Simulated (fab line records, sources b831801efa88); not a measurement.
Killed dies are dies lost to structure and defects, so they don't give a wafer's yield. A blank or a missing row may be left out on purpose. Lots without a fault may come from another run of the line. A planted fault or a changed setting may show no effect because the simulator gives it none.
One fault seen from 2 desks | flow sky130 | each desk has only its own numbers; what lay behind them comes last

THE TOOL OWNER'S DESK: litho_track-04
The tool's own readings at SKY_VIA4_DEVELOP_10 (develop time 60 s): means of the sampled wafers that have a number, for each lot that ran on this tool. A lot is out of limits, marked OUT, if its mean lies more than 4 standard deviations from the usual mean; the brackets give that distance.
Columns: A = developer_temp_C at SKY_VIA4_DEVELOP_10, usual 23.00 C
lot  | first seen here | A
L738 | day 42 23:25    | 22.97
L740 | day 43 08:35    | 22.84
L742 | day 45 07:02    | 22.98
L747 | day 45 14:28    | 23.09
L749 | day 46 08:23    | 22.95
L752 | day 46 18:32    | 23.09
L758 | day 48 04:33    | 25.34 (+21) OUT
L759 | day 48 08:49    | 25.26 (+21) OUT
This desk's finding: out of limits on L758, L759; first on L758, day 48 04:33 (developer_temp_C at SKY_VIA4_DEVELOP_10). In limits: L738, L740, L742, L747, L749, L752.

THE METROLOGY DESK
What the gauges read, lot by lot, whatever tool the lot ran on: means of the sampled wafers that have a number. A lot is out of limits, marked OUT, if its mean lies more than 4 standard deviations from the usual mean; the brackets give that distance.
Columns: A = cd_nm at SKY_METAL4_CD_MEAS_13, usual 299.9 nm
lot  | first seen here | A
L738 | day 41 23:38    | 297.3
L739 | day 42 03:32    | 299.5
L740 | day 42 08:20    | 300.6
L741 | day 43 09:49    | 300.4
L742 | day 44 07:55    | 299.6
L746 | day 44 12:32    | 301.5
L747 | day 44 14:52    | 298.3
L749 | day 45 10:35    | 301.9
L752 | day 45 21:31    | 301.3
L758 | day 47 06:23    | 301.4
L759 | day 47 11:30    | 301.2
L760 | day 47 13:29    | 299.3
This desk's finding: nothing out of limits on any of the 12 lots.

PUT TOGETHER
The tool owner's desk could have raised an alarm at day 48 04:33, on L758, L759.
The metrology desk saw nothing out of limits.
The metrology desk has L758, L759 on record, within its limits.
Of the lots named, all ran SKY_VIA4_DEVELOP_10 on litho_track-04.

WHAT THE SIMULATOR HAD PUT IN
Process parameter drift: litho_track-04, from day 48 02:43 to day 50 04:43, at SKY_VIA4_DEVELOP_10. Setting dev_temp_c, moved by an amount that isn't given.
Lots struck among those shown: L758, L759.
Hours from the fault's start to each desk's first reading out of limits: the tool owner's desk, 2.
